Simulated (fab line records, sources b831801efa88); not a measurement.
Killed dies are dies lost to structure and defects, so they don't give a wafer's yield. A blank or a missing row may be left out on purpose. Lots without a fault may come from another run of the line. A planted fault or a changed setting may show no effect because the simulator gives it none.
Problem report in the 8D (eight disciplines) form, filled by code | flow sky130 | the parts of the form that need people (team, actions taken, sign-off) are left out

1. THE PROBLEM
run_length_s at SKY_VIA2_SOFTBAKE_08 reads a mean of 110.43 s on 3 wafers of 3 lots; wafers without a fault read 119.14 s with a standard deviation of 0.28. That is -31 standard deviations from the usual mean.
The step: time 90 s.
First seen on wafer L774.5, day 39 21:00, on litho_track-02. The record holds 35 wafers of 12 lots with a number at this step. Rule for "out", or "out of limits": more than 4 standard deviations from the usual mean. The other wafers with a number count as sound.

2. WHAT IT IS AND WHAT IT IS NOT
question                    | is                                 | is not
which readings at this step | run_length_s, heater_power_total_W | -
which lots                  | L774, L775, L776                   | L762, L764, L768, L769, L771, L777, L781, L782, L783
which wafers of those lots  | L774.5, L775.2, L776.5             | L774.3, L774.4, L775.1, L776.3, L776.4
read on which tools         | litho_track-02                     | litho_track-01, litho_track-04
when                        | from day 39 21:00                  | up to then (17 sound wafers); but 15 sound wafers of L775, L776, L777, L781, L782, L783 came after

3. SUSPECTS, AND WHAT RULES EACH OUT
Counting: a tool at a process step up to the reading stays a suspect if it ran every lot that is out. Sound lots after the first of them don't rule it out here, since some wafers of a struck lot are sound.
- litho_track-02 at SKY_VIA2_SOFTBAKE_08 (time 90 s): kept. It ran every lot that is out, first L774 (day 39 21:00); its last sound lot up to then is L769 (day 38 08:00). Its own readings are out on those wafers: heater_power_total_W, run_length_s.
Left after counting: litho_track-02 at SKY_VIA2_SOFTBAKE_08.

4. THE CAUSE (what the simulator had put in)
Process parameter drift: litho_track-02, from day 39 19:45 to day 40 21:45, at SKY_VIA2_SOFTBAKE_08. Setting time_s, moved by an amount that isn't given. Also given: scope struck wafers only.
Counting left only this tool.

5. THE CHAIN OF EFFECTS, in route order
Each row: a reading whose mean over the struck wafers that have a number lies more than 3 standard deviations from the usual. Only readings for which the record gives a usual standard deviation are gone through. hours: the time from each lot's start at the first step in this table that gives one to its start at this step, as a median over the lots. sigmas: the change in usual standard deviations.
hours | step                 | reading              | usual    | on struck wafers | change | sigmas
0     | SKY_VIA2_SOFTBAKE_08 | heater_power_total_W | 57.37 W  | 59.45            | +2.08  | +17
0     | SKY_VIA2_SOFTBAKE_08 | run_length_s         | 119.14 s | 110.43           | -8.71  | -31
The process steps in it:
- SKY_VIA2_SOFTBAKE_08: time 90 s.

6. WHAT WOULD HAVE CAUGHT IT SOONER
In this record the first reading out of limits was taken at day 39 21:00, 1 hour after the fault began at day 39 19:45.
